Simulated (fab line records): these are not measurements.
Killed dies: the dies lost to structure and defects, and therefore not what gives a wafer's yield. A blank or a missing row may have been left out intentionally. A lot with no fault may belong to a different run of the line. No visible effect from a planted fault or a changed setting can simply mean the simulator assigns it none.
What tool caused it?	flow gf180mcu	10 lots with 30 wafers sampled at 4 steps, on a route of 602 steps

## WHAT THE GAUGES SHOWED, per wafer
GF_V1_RS_MEAS_24: measurement is done with a four-point probe.
lot	measured	on	V1_W_RS (ohm/sq)
L932	day 18 04:32	film metro-01	0.331 0.334 0.332
L933	day 19 01:19	film metro-02	0.332 0.333 0.332
L934	day 19 09:10	film metro-01	0.332 0.332 0.333
L935	day 19 19:15	film metro-01	0.336 0.327 0.331
L936	day 20 06:11	film metro-02	0.334 0.335 0.332
L938	day 21 04:26	film metro-01	0.334 0.327 0.330
L944	day 22 22:01	film metro-01	0.448 0.440 0.440
L945	day 23 09:31	film metro-01	0.449 0.439 0.448
L951	day 25 05:38	film metro-04	0.327 0.321 0.330
L955	day 26 10:31	film metro-04	0.332 0.329 0.328

## WHICH TOOL RAN EACH LOT (tool, then ch and the chambers of the sampled wafers, then the start)
lot	GF_M1_STRIP_17	GF_V1_ETCH_16	GF_V1_CVD_23
L932	plasma asher-04 ch 0,1, day 17 03:08	rie diel-03 ch 0,3, day 18 03:37	cvd w-02 ch 0,1, day 18 04:25
L933	plasma asher-02 ch 0,1, day 17 23:32	rie diel-03 ch 1,2,3, day 19 00:22	cvd w-01 ch 0,1, day 19 01:12
L934	plasma asher-03 ch 0,1, day 18 06:21	rie diel-03 ch 1,3, day 19 08:16	cvd w-02 ch 0,1, day 19 09:02
L935	plasma asher-04 ch 0, day 18 13:07	rie diel-03 ch 2,3, day 19 18:13	cvd w-01 ch 1, day 19 19:07
L936	plasma asher-03 ch 0,1, day 19 03:14	rie diel-01 ch 0,1,3, day 20 05:10	cvd w-02 ch 0,1, day 20 06:04
L938	plasma asher-03 ch 1, day 20 01:56	rie diel-03 ch 0,2,3, day 21 03:29	cvd w-01 ch 0,1, day 21 04:18
L944	plasma asher-02 ch 0,1, day 21 20:24	rie diel-04 ch 1,2, day 22 21:04	cvd w-02 ch 0,1, day 22 21:52
L945	plasma asher-04 ch 0,1, day 22 08:04	rie diel-03 ch 0,1, day 23 08:36	cvd w-02 ch 0, day 23 09:23
L951	plasma asher-04 ch 0,1, day 24 04:45	rie diel-03 ch 0,2, day 25 04:44	cvd w-01 ch 0,1, day 25 05:32
L955	plasma asher-02 ch 0,1, day 25 11:48	rie diel-04 ch 0,2,3, day 26 09:38	cvd w-01 ch 0,1, day 26 10:23
- GF_M1_STRIP_17: strips in O2/N2.
- GF_V1_ETCH_16: etches BARC in N2/H2.
- GF_V1_CVD_23: deposits W, target thk 350 nm, time 105.05 s.

## THE ANSWER, worked out from the rows above alone
Rule: usual is defined by the lots themselves. The widest of any qualifying gaps counts: lots, ordered by their means at a reading, are off when they make up no more than a third of the lots, leave a main group of 4 or more, and stand apart from it by 3 or more times the standard deviation of that group's means. A main group whose means are all the same, to the digits that the tables above print for the reading, isn't used. A lot without any number at a reading at which 4 lots or more have one is off too. All remaining lots with rows at the step are treated as sound.
Off: L944, L945, seen at GF_V1_RS_MEAS_24 (V1_W_RS). Mean 0.331 ohm/sq and standard deviation 0.0022 in the main group.
A tool fits if, at a process step before that reading, it ran every lot that is off, and no sound lot after the first of them. The gauges at GF_V1_RS_MEAS_24 are tried like those tools. This does not decide it: 2 tools fit, namely cvd w-02 at GF_V1_CVD_23 and film metro-01 at GF_V1_RS_MEAS_24.

## WHAT HAD BEEN PUT IN BY THE SIMULATOR
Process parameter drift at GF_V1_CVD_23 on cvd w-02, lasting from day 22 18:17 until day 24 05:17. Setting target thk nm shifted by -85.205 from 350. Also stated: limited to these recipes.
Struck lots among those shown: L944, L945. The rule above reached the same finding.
